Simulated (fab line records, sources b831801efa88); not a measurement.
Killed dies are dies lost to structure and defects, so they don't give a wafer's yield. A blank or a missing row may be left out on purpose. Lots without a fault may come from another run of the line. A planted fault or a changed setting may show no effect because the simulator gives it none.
fab line records | flow sky130
record lots=12 wafers=36 last_day=49
route steps=708 shown FIELD_ISO@14 VT_ADJUST_NCORE@130 GATE_OXIDE@198 LDD_LDN@301
lots that met no fault: from a run of the same line without faults
start_h: hours from the record's first day to the start of the lot's first wafer shown | wait_h: hours since the lot's step before | " the same as in the row above | L1.1+2: a row that stands for several wafers | - no value, or no start given | * or withheld: withheld | < > ~ a bound
route shown NAME@n: a module of which the file shows steps, and the number in the route of the first | usual: mean/standard deviation of fault-free wafers | same: alike in all rows | chamber/n: place in a boat | sites: the reading at each site | _std_site: their standard deviation | _edge_site: outer sites' mean less inner sites' | radius_mm: how far each site lies from the wafer's centre | mask NAME#n: copy n | behind: the tool/chamber that last shaped the wafer | hold: why the lot was held/for how many hours/how that ended | device: the transistor (n, p or np) that didn't switch | end of line: the same wafers' tests at the end of the route | a step without rows: its recipe alone | killed: dies lost to structure and defects at the first sort, not the wafer's yield | map: a wafer's dies, x killed, . not, _ none there
set.NAME: the setting as run; set.NAME@STEP: as run at that earlier step | model.NAME: the simulator's own value behind a step, which no gauge read
steps of the route over a sample of lots; a table a step, a row a wafer
services: from which hour (start_h, from the record's first day; less than 0 if before it) a tool's chamber was out of use, for how many hours, and why
## steps
# step SKY_FIELD_ISO_CD_MEAS_13
# recipe target_cd_nm=150
# usual cd_nm=150.3/1.4
# columns lot.wafer tool chamber start_h wait_h cd_nm
L119.1 cd_sem-02 - 39.55 - 148.7
L119.3 " - " " 150.3
L119.4 " - " " 149.3
L120.1 cd_sem-01 - 48.81 - 150.7
L120.4 " - " " 148.6
L120.5 " - " " 148.2
L122.3 cd_sem-01 - 57.79 - 150.2
L122.4 " - " " 149.3
L122.6 " - " " 150.4
L124.3 cd_sem-02 - 65.61 - 151.2
L124.4 " - " " 149.6
L124.6 " - " " 149.6
L125.2 cd_sem-02 - 69.43 - 150.9
L125.3 " - " " 149.6
L125.5 " - " " 151.0
L128.1 cd_sem-02 - 85.71 - 148.0
L128.5 " - " " 147.1
L128.6 " - " " 147.4
L129.1 cd_sem-02 - 91.16 - 149.3
L129.2 " - " " 148.0
L129.6 " - " " 148.6
L131.2 cd_sem-01 - 101.92 - 151.6
L131.3 " - " " 150.6
L131.5 " - " " 150.6
L132.1 cd_sem-02 - 107.40 - 150.2
L132.4 " - " " 151.1
L132.5 " - " " 151.4
L133.3 cd_sem-01 - 112.34 - 150.4
L133.4 " - " " 152.3
L133.6 " - " " 152.1
L134.1 cd_sem-01 - 116.37 - 151.6
L134.2 " - " " 153.1
L134.4 " - " " 151.0
L135.3 cd_sem-01 - 121.39 - 148.4
L135.5 " - " " 151.4
L135.6 " - " " 150.6
# step SKY_VT_ADJUST_NCORE_TW_MEAS_11
# usual VT_ADJUST_NCORE_TW=218.4/1.5
# columns lot.wafer tool chamber start_h wait_h VT_ADJUST_NCORE_TW
L119.1 film_metro-03 - 200.14 0.1 218.8
L119.3 " - " " 220.1
L119.4 " - " " 220.0
L120.1 film_metro-01 - 204.87 0.1 218.6
L120.4 " - " " 217.7
L120.5 " - " " 217.2
L122.3 film_metro-03 - 228.55 0.1 218.8
L122.4 " - " " 219.4
L122.6 " - " " 218.2
L124.3 film_metro-03 - 230.93 0.1 219.2
L124.4 " - " " 218.8
L124.6 " - " " 218.9
L125.2 film_metro-01 - 241.00 0.1 220.0
L125.3 " - " " 220.8
L125.5 " - " " 221.2
L128.1 film_metro-01 - 258.84 0.1 219.9
L128.5 " - " " 220.6
L128.6 " - " " 219.7
L129.1 film_metro-03 - 269.88 0.1 220.9
L129.2 " - " " 218.6
L129.6 " - " " 220.2
L131.2 film_metro-01 - 279.87 0.1 220.4
L131.3 " - " " 219.3
L131.5 " - " " 219.2
L132.1 film_metro-01 - 291.68 0.1 220.0
L132.4 " - " " 219.3
L132.5 " - " " 220.5
L133.3 film_metro-03 - 296.38 0.1 217.5
L133.4 " - " " 217.1
L133.6 " - " " 218.7
L134.1 film_metro-01 - 300.86 0.1 219.3
L134.2 " - " " 219.1
L134.4 " - " " 218.8
L135.3 film_metro-01 - 305.81 0.1 219.2
L135.5 " - " " 218.4
L135.6 " - " " 219.1
# step SKY_GATE_OXIDE_IMPLANT_11
# recipe species=B energy_kev=10 dose_cm2=2.6e+12 tilt_deg=withheld
# usual dose_ions_cm2=2.5991e+12/2.9e+09 faraday_current_uA=14.67/0.29
# columns lot.wafer tool chamber start_h wait_h dose_ions_cm2 faraday_current_uA
L119.1 implanter-03 0 325.64 0.0 2.6027e+12 14.31
L119.3 " 0 " " 2.603e+12 14.74
L119.4 " 0 " " 2.599e+12 14.45
L120.1 implanter-03 0 331.74 0.0 2.5974e+12 14.58
L120.4 " 0 " " 2.6015e+12 14.89
L120.5 " 0 " " 2.5968e+12 14.14
L122.3 implanter-03 0 359.89 0.1 2.5975e+12 14.58
L122.4 " 0 " " 2.5963e+12 14.41
L122.6 " 0 " " 2.5972e+12 14.72
L124.3 implanter-03 0 364.62 0.1 2.6027e+12 14.80
L124.4 " 0 " " 2.5994e+12 15.47
L124.6 " 0 " " 2.6036e+12 14.90
L125.2 implanter-01 0 376.71 0.0 2.5972e+12 14.62
L125.3 " 0 " " 2.5959e+12 14.74
L125.5 " 0 " " 2.5961e+12 15.09
L128.1 implanter-01 0 399.54 0.0 2.5974e+12 14.67
L128.5 " 0 " " 2.5955e+12 14.64
L128.6 " 0 " " 2.5986e+12 14.70
L129.1 implanter-03 0 412.57 0.0 2.5977e+12 14.50
L129.2 " 0 " " 2.5921e+12 14.86
L129.6 " 0 " " 2.6013e+12 14.39
L131.2 implanter-03 0 424.51 0.0 2.6001e+12 14.79
L131.3 " 0 " " 2.5981e+12 14.88
L131.5 " 0 " " 2.6033e+12 14.52
L132.1 implanter-01 0 439.39 0.0 2.601e+12 15.12
L132.4 " 0 " " 2.6056e+12 14.97
L132.5 " 0 " " 2.6009e+12 14.64
L133.3 implanter-03 0 445.72 0.1 1.7468e+12 10.18
L133.4 " 0 " " 1.749e+12 10.08
L133.6 " 0 " " 1.7475e+12 9.99
L134.1 implanter-03 0 448.49 0.0 1.7519e+12 9.76
L134.2 " 0 " " 1.7518e+12 9.88
L134.4 " 0 " " 1.7479e+12 9.72
L135.3 implanter-01 0 455.49 0.1 2.5968e+12 14.48
L135.5 " 0 " " 2.5983e+12 14.57
L135.6 " 0 " " 2.5972e+12 14.44
# step SKY_GATE_OXIDE_TW_MEAS_14
# usual GATE_OXIDE_TW=223.0/1.5
# columns lot.wafer tool chamber start_h wait_h GATE_OXIDE_TW
L119.1 film_metro-04 - 326.00 0.1 221.8
L119.3 " - " " 221.3
L119.4 " - " " 221.5
L120.1 film_metro-02 - 332.10 0.1 224.4
L120.4 " - " " 223.8
L120.5 " - " " 224.0
L122.3 film_metro-02 - 360.22 0.1 223.2
L122.4 " - " " 224.1
L122.6 " - " " 224.4
L124.3 film_metro-02 - 364.94 0.1 224.7
L124.4 " - " " 226.4
L124.6 " - " " 224.8
L125.2 film_metro-04 - 377.06 0.1 221.4
L125.3 " - " " 221.9
L125.5 " - " " 220.5
L128.1 film_metro-02 - 399.90 0.1 224.3
L128.5 " - " " 223.9
L128.6 " - " " 224.4
L129.1 film_metro-02 - 412.92 0.1 224.7
L129.2 " - " " 224.6
L129.6 " - " " 224.2
L131.2 film_metro-04 - 424.86 0.1 221.3
L131.3 " - " " 220.6
L131.5 " - " " 221.2
L132.1 film_metro-03 - 439.75 0.1 223.6
L132.4 " - " " 222.6
L132.5 " - " " 222.8
L133.3 film_metro-04 - 446.04 0.1 197.4
L133.4 " - " " 196.4
L133.6 " - " " 197.1
L134.1 film_metro-04 - 448.84 0.1 199.4
L134.2 " - " " 197.7
L134.4 " - " " 197.7
L135.3 film_metro-04 - 455.81 0.1 220.5
L135.5 " - " " 221.0
L135.6 " - " " 220.3
# step SKY_LDD_LDN_STRIP_12
# recipe chemistry=O2/N2 power_w=1400 pressure_mtorr=1500 platen_temp_c=withheld o2_flow_sccm=3000 n2_flow_sccm=300 overash_fraction=0.5
# usual drypump_motor_current_A=5.4/0.44 oes_product_au=0.715/0.0042 strip_time_to_endpoint_s=14.15/0.049
# columns lot.wafer tool chamber start_h wait_h drypump_motor_current_A oes_product_au rf_hours_counter_h strip_time_to_endpoint_s
L119.1 plasma_asher-04 0 545.39 0.1 6.0 0.713 87 14.13
L119.3 " 1 " " 4.9 0.720 - 14.16
L119.4 " 0 " " 6.0 0.712 - 14.12
L120.1 plasma_asher-04 1 552.34 0.1 4.9 0.720 88 14.11
L120.4 " 0 " " 6.0 0.714 - 14.07
L120.5 " 1 " " 4.9 0.712 - 14.14
L124.3 plasma_asher-04 0 587.09 0.1 6.0 0.712 - 14.06
L124.4 " 1 " " 4.9 0.708 - 14.10
L124.6 " 1 " " 4.9 0.716 - 14.14
L122.3 plasma_asher-02 1 587.30 0.1 5.3 0.708 - 14.09
L122.4 " 0 " " 5.7 0.712 - 14.07
L122.6 " 0 " " 5.7 0.709 - 14.15
L125.2 plasma_asher-02 1 597.54 0.1 5.3 0.717 48 14.19
L125.3 " 1 " " 5.3 0.710 - 14.22
L125.5 " 0 " " 5.6 0.715 - 14.20
L128.1 plasma_asher-03 0 621.34 0.1 4.9 0.714 79 14.14
L128.5 " 1 " " 5.9 0.705 - 14.13
L128.6 " 0 " " 4.9 0.719 - 14.12
L129.1 plasma_asher-03 1 632.46 0.1 5.9 0.720 80 14.13
L129.2 " 0 " " 4.9 0.714 80 14.18
L129.6 " 0 " " 4.9 0.717 - 14.14
L131.2 plasma_asher-02 0 645.34 0.1 5.6 0.720 54 14.14
L131.3 " 1 " " 5.3 0.712 - 14.16
L131.5 " 0 " " 5.6 0.723 - 14.17
L132.1 plasma_asher-03 0 656.26 0.1 4.9 0.711 83 14.08
L132.4 " 0 " " 4.9 0.718 - 14.04
L132.5 " 0 " " 4.9 0.710 - 14.14
L133.3 plasma_asher-03 0 662.53 0.1 4.9 0.715 - 14.22
L133.4 " 1 " " 5.9 0.716 - 14.22
L133.6 " 0 " " 4.9 0.715 - 14.16
L134.1 plasma_asher-03 1 667.04 0.1 5.9 0.713 84 14.23
L134.2 " 0 " " 4.9 0.716 84 14.27
L134.4 " 0 " " 4.9 0.715 - 14.19
L135.3 plasma_asher-02 0 671.09 0.1 5.6 0.720 - 14.21
L135.5 " 0 " " 5.6 0.710 - 14.20
L135.6 " 1 " " 5.3 0.714 - 14.20
## services
# columns tool chamber start_h hours kind
plasma_asher-04 - 314.73 1.1 repair
plasma_asher-03 - 337.37 36.5 pm
plasma_asher-03 - 376.81 0.8 repair
plasma_asher-04 - 384.56 5.2 pm
plasma_asher-03 - 404.21 0.4 repair
plasma_asher-02 - 425.99 15.6 repair
plasma_asher-04 - 433.49 3.8 repair
implanter-03 - 476.31 6.7 repair
implanter-01 - 488.37 4.7 pm
implanter-01 - 532.72 2.0 repair
plasma_asher-04 - 567.57 12.9 repair
implanter-03 - 568.91 6.6 pm
plasma_asher-04 - 613.68 9.7 repair
plasma_asher-04 - 628.50 15.2 repair
## key
first_sign step=SKY_GATE_OXIDE_IMPLANT_11 reading=dose_ions_cm2 direction=down sigmas=99+ usual=* struck=*
effect step=SKY_GATE_OXIDE_IMPLANT_11 reading=faraday_current_uA direction=down sigmas=16 usual=14.67 struck=9.94
effect step=SKY_GATE_OXIDE_TW_MEAS_14 reading=GATE_OXIDE_TW direction=down sigmas=17 usual=223.0 struck=197.6
met_at SKY_GATE_OXIDE_IMPLANT_11
struck_lots L133,L134
tester_left_out L133,L134
not_acting_at SKY_FIELD_ISO_CD_MEAS_13,SKY_VT_ADJUST_NCORE_TW_MEAS_11,SKY_LDD_LDN_STRIP_12
onset_between 424.51 445.72
fault kind=process_parameter_drift tool=implanter-03 chamber=- onset_h=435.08 steps=SKY_GATE_OXIDE_IMPLANT_11 channel=dose_cm2 offset=* shape=step end_h=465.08 acts_in=* stated=*
# tester_left_out: of these lots the tester's yield and bins aren't shown, on N5 and GAA mostly nor the transistor test; their killed dies are dies lost to structure and defects alone, not to doping, threshold or leakage, so they don't give the yield
